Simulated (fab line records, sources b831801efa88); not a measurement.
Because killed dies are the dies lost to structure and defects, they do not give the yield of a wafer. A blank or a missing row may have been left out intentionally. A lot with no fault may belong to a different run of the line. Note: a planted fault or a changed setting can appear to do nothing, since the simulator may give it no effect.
Which tool was responsible? | flow gf180mcu | 7 lots (21 wafers sampled), 1 step of a 602-step route

== WHAT THE GAUGES READ, wafer by wafer ==
GF_V1_THK_MEAS_25: measures by xrf.
lot  | measured     | on            | V1_W_THK (nm)
L543 | day 17 18:01 | film-metro-04 | 348 346 349
L544 | day 18 23:59 | film-metro-01 | 355 351 357
L547 | day 19 18:27 | film-metro-03 | 347 348 348
L551 | day 20 23:09 | film-metro-03 | 355 357 353
L555 | day 22 18:37 | film-metro-04 | 352 347 348
L559 | day 24 00:56 | film-metro-01 | 360 361 355
L565 | day 25 21:41 | film-metro-03 | 345 345 348

== WHAT TOOL EACH LOT RAN ON (gives the tool, then ch and the chambers of the sampled wafers, and finally the start) ==
The record shows no process step preceding these readings.

== THE ANSWER, worked out from the rows above alone ==
Rule: the usual values come from the lots themselves. The widest of any qualifying gaps counts: lots, ordered by their means at a reading, are off when they make up no more than a third of the lots, leave a main group of 4 or more, and stand apart from it by 3 or more times the standard deviation of that group's means. If all means in a main group match to the digits the tables above print for the reading, that group is not used. A lot without any number at a reading at which 4 lots or more have one is off too. Any other lot the step has rows for is counted as sound.
Across all readings shown, no lot is off: no conclusion can be drawn from this.

== WHAT THE SIMULATOR HAD INSERTED ==
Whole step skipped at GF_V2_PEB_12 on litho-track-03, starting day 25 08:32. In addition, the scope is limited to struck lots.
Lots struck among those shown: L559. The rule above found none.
